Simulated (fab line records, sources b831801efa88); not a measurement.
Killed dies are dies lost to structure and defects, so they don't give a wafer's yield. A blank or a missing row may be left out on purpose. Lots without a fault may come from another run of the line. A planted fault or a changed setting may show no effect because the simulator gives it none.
fab line records | flow sky130
record lots=11 wafers=33 last_day=50
route steps=708 shown VIA1@482 VIA3@596 CAP2M@607 METAL5@664 PAD_OPEN@708
lots that met no fault: from a run of the same line without faults
start_h: hours from the record's first day to the start of the lot's first wafer shown | wait_h: hours since the lot's step before | " the same as in the row above | L1.1+2: a row that stands for several wafers | - no value, or no start given | * or withheld: withheld | < > ~ a bound
route shown NAME@n: a module of which the file shows steps, and the number in the route of the first | usual: mean/standard deviation of fault-free wafers | same: alike in all rows | chamber/n: place in a boat | sites: the reading at each site | _std_site: their standard deviation | _edge_site: outer sites' mean less inner sites' | radius_mm: how far each site lies from the wafer's centre | mask NAME#n: copy n | behind: the tool/chamber that last shaped the wafer | hold: why the lot was held/for how many hours/how that ended | device: the transistor (n, p or np) that didn't switch | end of line: the same wafers' tests at the end of the route | a step without rows: its recipe alone | killed: dies lost to structure and defects at the first sort, not the wafer's yield | map: a wafer's dies, x killed, . not, _ none there
set.NAME: the setting as run; set.NAME@STEP: as run at that earlier step | model.NAME: the simulator's own value behind a step, which no gauge read
steps of the route over a sample of lots; a table a step, a row a wafer
services: from which hour (start_h, from the record's first day; less than 0 if before it) a tool's chamber was out of use, for how many hours, and why
## steps
# step SKY_VIA1_CMP_24
# recipe stop_on=SiO2 t_overpolish_s=15 down_force_psi=3.5 platen_rpm=60 target_thk_nm=0 pad_velocity_m_s=0.94248
# usual motor_current_A=10.9/0.9 overpolish_run_s=15.000/0.009 time_to_endpoint_s=65.2/2.9
# columns lot.wafer tool chamber start_h wait_h motor_current_A overpolish_run_s time_to_endpoint_s
L411.2 cmp-02 0 799.83 0.0 9.8 15.012 67.5
L411.4 " 3 " " 10.5 14.991 68.7
L411.6 " 0 " " 10.7 15.002 63.5
L412.2 cmp-01 0 801.13 0.0 11.1 14.987 57.5
L412.1 " 1 " " 9.7 14.997 58.7
L412.4 " 3 " " 12.7 14.995 63.6
L413.2 cmp-02 1 803.88 0.0 10.8 15.010 65.3
L413.3 " 3 " " 10.5 15.008 65.1
L413.4 " 0 " " 10.4 14.987 60.4
L414.2 cmp-01 1 815.58 0.0 9.9 14.999 63.4
L414.4 " 2 " " 11.3 15.001 64.1
L414.6 " 2 " " 10.6 14.997 61.8
L415.1 cmp-02 2 823.46 0.1 10.9 15.002 65.4
L415.6 " 2 " " 11.0 14.993 63.5
L415.5 " 3 " " 10.4 15.019 61.7
L424.2 cmp-01 0 916.08 0.0 11.4 15.004 71.5
L424.4 " 1 " " 9.6 15.010 73.2
L424.5 " 1 " " 9.3 15.013 73.8
L425.3 cmp-02 3 917.07 0.0 10.1 14.996 67.1
L425.1 " 0 " " 10.4 15.005 64.0
L425.4 " 1 " " 11.1 14.996 66.4
L427.1 cmp-02 0 917.78 0.1 10.2 15.008 65.4
L427.4 " 2 " " 11.0 15.014 63.8
L427.6 " 1 " " 11.4 15.018 63.8
L430.2 cmp-02 3 924.12 0.0 10.5 15.010 64.2
L430.6 " 3 " " 10.6 14.990 63.4
L430.5 " 0 " " 10.1 15.004 62.8
L431.4 cmp-02 3 933.26 0.0 11.0 15.010 66.2
L431.1 " 1 " " 11.3 15.013 66.7
L431.6 " 0 " " 10.6 14.990 65.5
L433.4 cmp-02 2 956.18 0.0 10.8 14.998 66.2
L433.2 " 3 " " 11.0 14.996 66.0
L433.5 " 2 " " 11.2 15.003 66.0
# step SKY_VIA3_THK_MEAS_23
# recipe thk_meas_gauge=xrf reads=W_of_VIA3_CVD_21
# usual VIA3_W_THK=397/6.5
# columns lot.wafer tool chamber start_h wait_h VIA3_W_THK[nm]
L411.2 film_metro-03 - 935.06 0.1 395
L411.4 " - " " 392
L411.6 " - " " 393
L412.1 film_metro-03 - 938.13 0.1 397
L412.2 " - " " 397
L412.4 " - " " 400
L413.2 film_metro-04 - 940.88 0.1 392
L413.3 " - " " 388
L413.4 " - " " 388
L414.2 film_metro-01 - 950.19 0.1 393
L414.4 " - " " 401
L414.6 " - " " 397
L415.1 film_metro-01 - 957.06 0.1 393
L415.5 " - " " 394
L415.6 " - " " 399
L424.2 film_metro-01 - 1042.57 0.1 398
L424.4 " - " " 408
L424.5 " - " " 401
L425.1 film_metro-04 - 1044.05 0.1 393
L425.3 " - " " 391
L425.4 " - " " 388
L427.1 film_metro-03 - 1045.14 0.1 408
L427.4 " - " " 399
L427.6 " - " " 404
L430.2 film_metro-01 - 1050.12 0.1 407
L430.5 " - " " 411
L430.6 " - " " 413
L431.1 film_metro-01 - 1058.51 0.1 403
L431.4 " - " " 402
L431.6 " - " " 401
L433.2 film_metro-03 - 1078.20 0.1 411
L433.4 " - " " 406
L433.5 " - " " 407
# step SKY_CAP2M_THK_MEAS_04
# recipe thk_meas_gauge=xrf reads=TiN_of_CAP2M_SPUTTER_02
# usual CAP2M_TIN_THK=196.2/2.3
# columns lot.wafer tool chamber start_h wait_h CAP2M_TIN_THK[nm]
L411.2 film_metro-03 - 935.89 0.1 195.5
L411.4 " - " " 195.4
L411.6 " - " " 194.6
L412.1 film_metro-02 - 939.21 0.1 198.7
L412.2 " - " " 198.8
L412.4 " - " " 196.2
L413.2 film_metro-02 - 941.75 0.1 197.2
L413.3 " - " " 198.8
L413.4 " - " " 198.1
L414.2 film_metro-03 - 951.33 0.1 194.5
L414.4 " - " " 196.4
L414.6 " - " " 196.6
L415.1 film_metro-02 - 957.89 0.1 196.7
L415.5 " - " " 197.2
L415.6 " - " " 196.6
L424.2 film_metro-01 - 1043.39 0.1 199.6
L424.4 " - " " 199.3
L424.5 " - " " 198.7
L425.1 film_metro-02 - 1044.87 0.1 194.3
L425.3 " - " " 194.8
L425.4 " - " " 192.7
L427.1 film_metro-03 - 1045.96 0.1 199.1
L427.4 " - " " 199.2
L427.6 " - " " 197.4
L430.2 film_metro-02 - 1050.95 0.1 195.2
L430.5 " - " " 196.1
L430.6 " - " " 194.1
L431.1 film_metro-03 - 1059.34 0.1 194.9
L431.4 " - " " 195.6
L431.6 " - " " 195.5
L433.2 film_metro-02 - 1079.91 0.1 197.0
L433.4 " - " " 195.3
L433.5 " - " " 195.7
# step SKY_METAL5_SPUTTER_03
# recipe material=Ti target_thk_nm=5 power_w=3000 time_s=3.3 chamber_pressure_pa=0.4
# usual cathode_dc_power_W=3000.0/0.49 chamber_pressure_pa=0.3998/0.00074 throttle_valve_pct=29.7/1.1
# columns lot.wafer tool chamber start_h wait_h cathode_dc_power_W chamber_pressure_pa throttle_valve_pct
L411.2 pvd_sputter-02 - 1011.22 0.0 2999.9 0.4002 30.5
L411.4 " - " " 3000.2 0.4001 30.4
L411.6 " - " " 2999.8 0.4013 29.0
L412.1 pvd_sputter-01 - 1014.65 0.0 3000.3 0.4003 29.8
L412.2 " - " " 3000.5 0.4006 31.0
L412.4 " - " " 2999.6 0.3989 29.7
L413.2 pvd_sputter-02 - 1017.17 0.0 3000.1 0.3999 30.4
L413.3 " - " " 3000.1 0.3996 27.3
L413.4 " - " " 2999.6 0.3999 30.5
L414.2 pvd_sputter-04 - 1026.44 0.0 2999.9 0.4003 30.2
L414.4 " - " " 2999.8 0.3985 31.1
L414.6 " - " " 2999.8 0.4015 30.3
L415.1 pvd_sputter-02 - 1032.20 0.0 2999.7 0.3997 30.6
L415.5 " - " " 3000.3 0.3979 30.4
L415.6 " - " " 3000.2 0.3991 28.9
L424.2 pvd_sputter-01 - 1109.10 0.0 2999.7 0.4003 30.1
L424.4 " - " " 2999.8 0.3992 29.9
L424.5 " - " " 3000.9 0.3997 30.0
L425.1 pvd_sputter-02 - 1111.12 0.0 2999.8 0.3998 28.9
L425.3 " - " " 2999.9 0.3994 30.3
L425.4 " - " " 3000.3 0.3991 30.4
L427.1 pvd_sputter-04 - 1112.44 0.0 3000.0 0.4004 31.1
L427.4 " - " " 2999.3 0.3988 29.9
L427.6 " - " " 2999.9 0.3994 27.6
L430.2 pvd_sputter-02 - 1117.65 0.0 2999.8 0.3991 28.9
L430.5 " - " " 2999.6 0.3994 30.5
L430.6 " - " " 3000.4 0.3991 29.1
L431.1 pvd_sputter-02 - 1123.68 0.0 2999.7 0.3992 29.0
L431.4 " - " " 3000.2 0.4002 29.1
L431.6 " - " " 3000.4 0.3992 30.6
L433.2 pvd_sputter-04 - 1142.99 0.0 3000.2 0.4003 27.6
L433.4 " - " " 3000.8 0.4004 30.1
L433.5 " - " " 2999.5 0.3986 31.2
# step SKY_PAD_OPEN_PROBE_99
# usual defect_limited_yield=82.7/2 killed_at_M0_to_M3=42/6.8 killed_at_M4_up=3.2/1.8 killed_at_contacts=25/5.4 killed_at_front_end=15/4.5 killed_at_other=0.3/0.56 killed_dies=85/9.7 killed_on_rim=17/3.3 killed_open=46/7.1 killed_short=39/6.5 sort_bin_3_pad_short=0.9/0.42 sort_bin_5_function=10.4/1.5 sort_bin_6_memory=6.1/1.1 sort_n_pass=407/9.7 sort_yield_pct=82.7/2
# same gross_dies=492 killed_at_back_side=0 sort_bin_4_leakage[%]=0 sort_bin_8_speed[%]=0
# columns lot.wafer tool chamber start_h wait_h defect_limited_yield[%] killed_at_M0_to_M3 killed_at_M4_up killed_at_contacts killed_at_front_end killed_at_other killed_dies killed_on_rim killed_open killed_short sort_bin_3_pad_short[%] sort_bin_5_function[%] sort_bin_6_memory[%] sort_n_pass sort_yield_pct[%]
L412.1 prober-02 - 1084.68 0.1 86.8 40 2 11 12 0 65 15 35 30 1.2 7.9 4.1 427 86.8
L412.2 prober-02 - 1084.73 0.1 85.8 43 2 17 7 1 70 13 40 30 0.6 8.5 5.1 422 85.8
L412.4 prober-02 - 1084.83 0.2 84.8 42 5 17 11 0 75 13 37 38 1.0 9.3 4.9 417 84.8
L414.2 prober-02 - 1094.68 0.1 85.0 31 4 24 15 0 74 10 38 36 0.4 8.5 6.1 418 85.0
L414.4 prober-02 - 1094.78 0.2 82.1 41 5 26 16 0 88 20 55 33 0.6 10.2 7.1 404 82.1
L414.6 prober-02 - 1094.88 0.2 85.0 39 4 21 10 0 74 13 34 40 0.8 10.0 4.3 418 85.0
L415.1 prober-01 - 1098.78 0.1 82.7 34 8 22 21 0 85 16 41 44 0.8 10.4 6.1 407 82.7
L415.5 prober-01 - 1098.98 0.2 86.8 28 2 20 15 0 65 15 31 33 0.6 6.9 5.7 427 86.8
L415.6 prober-01 - 1099.03 0.2 82.3 54 2 18 13 0 87 21 42 45 1.0 11.2 5.5 405 82.3
L424.2 prober-01 - 1168.21 0.1 41.9 259 0 16 11 0 286 52 38 25 3.5 36.6 18.1 206 41.9
L424.4 prober-01 - 1168.31 0.2 80.1 43 1 35 19 0 98 24 53 45 0.8 13.6 5.5 394 80.1
L424.5 prober-01 - 1168.36 0.2 83.5 44 4 22 11 0 81 12 48 33 1.0 8.5 6.9 411 83.5
L427.1 prober-01 - 1171.53 0.1 82.3 34 2 31 20 0 87 15 53 33 0.8 11.0 5.9 405 82.3
L427.4 prober-01 - 1171.68 0.2 85.4 31 3 25 13 0 72 15 35 34 0.6 9.1 4.9 420 85.4
L427.6 prober-01 - 1171.78 0.2 81.1 41 2 37 13 0 93 20 53 39 0.8 11.2 6.9 399 81.1
L433.2 prober-02 - 1198.09 0.1 81.1 34 3 30 26 0 93 14 50 43 0.8 12.6 5.5 399 81.1
L433.4 prober-02 - 1198.19 0.2 82.7 44 0 28 13 0 85 14 51 34 0.6 10.2 6.5 407 82.7
L433.5 prober-02 - 1198.24 0.2 82.1 42 1 27 18 0 88 20 46 42 1.6 10.2 6.1 404 82.1
# killed by level:class
L412.1 VIA3:geometric_particle:open=10 VIA1:geometric_particle:open=9 METAL1:geometric_particle:short=8 FIELD_ISO:geometric_particle:short=6 LI_CONTACT:geometric_particle:open=5 VIA2:geometric_particle:open=4 POLY_GATE:geometric_particle:short=3 CONTACT:geometric_particle:open=3
L412.2 VIA1:geometric_particle:open=8 VIA2:geometric_particle:open=7 VIA1:geometric_particle:short=6 CONTACT:geometric_particle:open=5 CONTACT:geometric_particle:short=5 VIA3:geometric_particle:open=5 LI_CONTACT:geometric_particle:open=4 VIA3:geometric_particle:short=4
L412.4 VIA1:geometric_particle:open=8 VIA2:geometric_particle:open=6 CONTACT:geometric_particle:open=5 METAL2:geometric_particle:short=5 VIA3:geometric_particle:open=5 LI_CONTACT:geometric_particle:open=4 LOCAL_INTERCONNECT:geometric_particle:short=4 METAL1:geometric_particle:short=4
L414.2 CONTACT:geometric_particle:open=9 METAL2:geometric_particle:short=7 LI_CONTACT:geometric_particle:open=6 FIELD_ISO:geometric_particle:short=5 VIA3:geometric_particle:open=5 LOCAL_INTERCONNECT:geometric_particle:short=4 CONTACT:geometric_particle:short=4 POLY_GATE:geometric_particle:open=3
L414.4 CONTACT:geometric_particle:open=11 VIA1:geometric_particle:open=9 VIA2:geometric_particle:open=9 METAL2:geometric_particle:short=7 VIA3:geometric_particle:open=7 LI_CONTACT:geometric_particle:open=6 POLY_GATE:geometric_particle:short=5 FIELD_ISO:geometric_particle:open=4
L414.6 METAL1:geometric_particle:short=7 VIA1:geometric_particle:open=7 CONTACT:geometric_particle:open=6 METAL2:geometric_particle:short=5 VIA3:geometric_particle:open=5 LI_CONTACT:geometric_particle:open=4 POLY_GATE:geometric_particle:short=4 CONTACT:geometric_particle:short=4
L415.1 FIELD_ISO:geometric_particle:open=11 LI_CONTACT:geometric_particle:open=6 VIA1:geometric_particle:open=6 CONTACT:geometric_particle:open=5 METAL1:geometric_particle:short=5 METAL4:geometric_particle:short=5 VIA2:geometric_particle:open=5 FIELD_ISO:geometric_particle:short=4
L415.5 VIA1:geometric_particle:open=10 CONTACT:geometric_particle:open=7 METAL2:geometric_particle:short=6 LOCAL_INTERCONNECT:geometric_particle:short=5 FIELD_ISO:geometric_particle:open=4 POLY_GATE:geometric_particle:open=3 LI_CONTACT:geometric_particle:short=3 CONTACT:geometric_particle:short=3
L415.6 METAL2:geometric_particle:short=10 VIA2:geometric_particle:open=9 VIA3:geometric_particle:open=9 VIA1:geometric_particle:open=8 FIELD_ISO:geometric_particle:short=5 LI_CONTACT:geometric_particle:open=5 CONTACT:geometric_particle:short=5 METAL3:geometric_particle:short=4
L424.2 VIA1:unspecified=223 METAL1:geometric_particle:short=7 VIA1:geometric_particle:open=7 VIA2:geometric_particle:open=7 LI_CONTACT:geometric_particle:open=6 FIELD_ISO:geometric_particle:open=4 CONTACT:geometric_particle:open=4 LOCAL_INTERCONNECT:geometric_particle:short=3
L424.4 LI_CONTACT:geometric_particle:open=12 VIA1:geometric_particle:open=9 CONTACT:geometric_particle:open=9 VIA2:geometric_particle:open=8 FIELD_ISO:geometric_particle:short=7 CONTACT:geometric_particle:short=7 VIA3:geometric_particle:open=6 METAL2:geometric_particle:short=4
L424.5 VIA3:geometric_particle:open=10 CONTACT:geometric_particle:open=9 LI_CONTACT:geometric_particle:open=6 VIA1:geometric_particle:open=6 VIA2:geometric_particle:open=5 METAL3:geometric_particle:short=4 VIA1:geometric_particle:short=4 METAL2:geometric_particle:short=4
L427.1 CONTACT:geometric_particle:open=15 VIA3:geometric_particle:open=8 VIA1:geometric_particle:open=8 POLY_GATE:geometric_particle:short=7 LI_CONTACT:geometric_particle:open=6 METAL1:geometric_particle:short=6 CONTACT:geometric_particle:short=5 VIA2:geometric_particle:open=5
L427.4 CONTACT:geometric_particle:open=9 VIA1:geometric_particle:open=8 METAL2:geometric_particle:short=7 LI_CONTACT:geometric_particle:open=6 POLY_GATE:geometric_particle:short=5 LOCAL_INTERCONNECT:geometric_particle:short=4 METAL3:geometric_particle:short=4 CONTACT:geometric_particle:short=3
L427.6 VIA1:geometric_particle:open=13 CONTACT:geometric_particle:open=13 CONTACT:geometric_particle:short=13 LI_CONTACT:geometric_particle:open=7 METAL2:geometric_particle:short=7 VIA3:geometric_particle:open=7 FIELD_ISO:geometric_particle:open=4 POLY_GATE:geometric_particle:open=3
L433.2 FIELD_ISO:geometric_particle:short=10 VIA1:geometric_particle:open=9 CONTACT:geometric_particle:open=9 LI_CONTACT:geometric_particle:open=7 FIELD_ISO:geometric_particle:open=6 METAL2:geometric_particle:short=6 CONTACT:geometric_particle:short=5 VIA3:geometric_particle:open=5
L433.4 VIA1:geometric_particle:open=13 LI_CONTACT:geometric_particle:open=12 VIA2:geometric_particle:open=7 LOCAL_INTERCONNECT:geometric_particle:short=6 CONTACT:geometric_particle:open=6 FIELD_ISO:geometric_particle:short=5 VIA3:geometric_particle:open=5 FIELD_ISO:geometric_particle:open=4
L433.5 VIA1:geometric_particle:open=12 FIELD_ISO:geometric_particle:open=7 LI_CONTACT:geometric_particle:open=7 LI_CONTACT:geometric_particle:short=6 METAL2:geometric_particle:short=5 LOCAL_INTERCONNECT:geometric_particle:short=5 CONTACT:geometric_particle:open=5 METAL1:geometric_particle:short=5
## services
# columns tool chamber start_h hours kind
cmp-02 - 781.76 1.7 repair
cmp-02 - 839.38 2.3 repair
cmp-02 - 856.23 11.6 pm
pvd_sputter-02 - 891.58 9.5 repair
cmp-01 - 896.85 4.7 pm
cmp-01 - 912.01 4.0 pm
pvd_sputter-04 - 918.99 4.4 repair
cmp-01 - 934.81 3.2 repair
cmp-01 - 936.22 2.3 repair
cmp-01 - 940.14 0.8 repair
cmp-01 - 952.18 4.1 repair
pvd_sputter-04 - 958.79 6.9 repair
cmp-01 - 963.14 1.5 repair
cmp-02 - 966.58 3.5 repair
cmp-02 - 1019.09 7.9 pm
pvd_sputter-02 - 1024.18 5.1 repair
pvd_sputter-02 - 1072.05 6.8 repair
cmp-02 - 1073.41 5.5 repair
cmp-02 - 1078.04 6.3 repair
cmp-02 - 1084.33 4.0 pm
cmp-02 - 1095.65 3.5 pm
cmp-02 - 1122.79 0.3 repair
cmp-02 - 1123.13 3.0 repair
cmp-02 - 1138.27 0.5 repair
## key
first_sign step=SKY_PAD_OPEN_PROBE_99 reading=killed_at_M0_to_M3 direction=up sigmas=32 usual=42 struck=259
effect step=SKY_PAD_OPEN_PROBE_99 reading=defect_limited_yield direction=down sigmas=21 usual=82.7 struck=41.9
met_at SKY_VIA1_CMP_24
struck_lots L424
struck_wafers L424.2
not_acting_at SKY_VIA3_THK_MEAS_23,SKY_CAP2M_THK_MEAS_04,SKY_METAL5_SPUTTER_03
onset_between 801.13 916.08
fault kind=chamber_particle_source tool=cmp-01 chamber=0 onset_h=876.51 steps=SKY_VIA1_CMP_24 rate_per_visit_cm2=1.0635 end_h=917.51
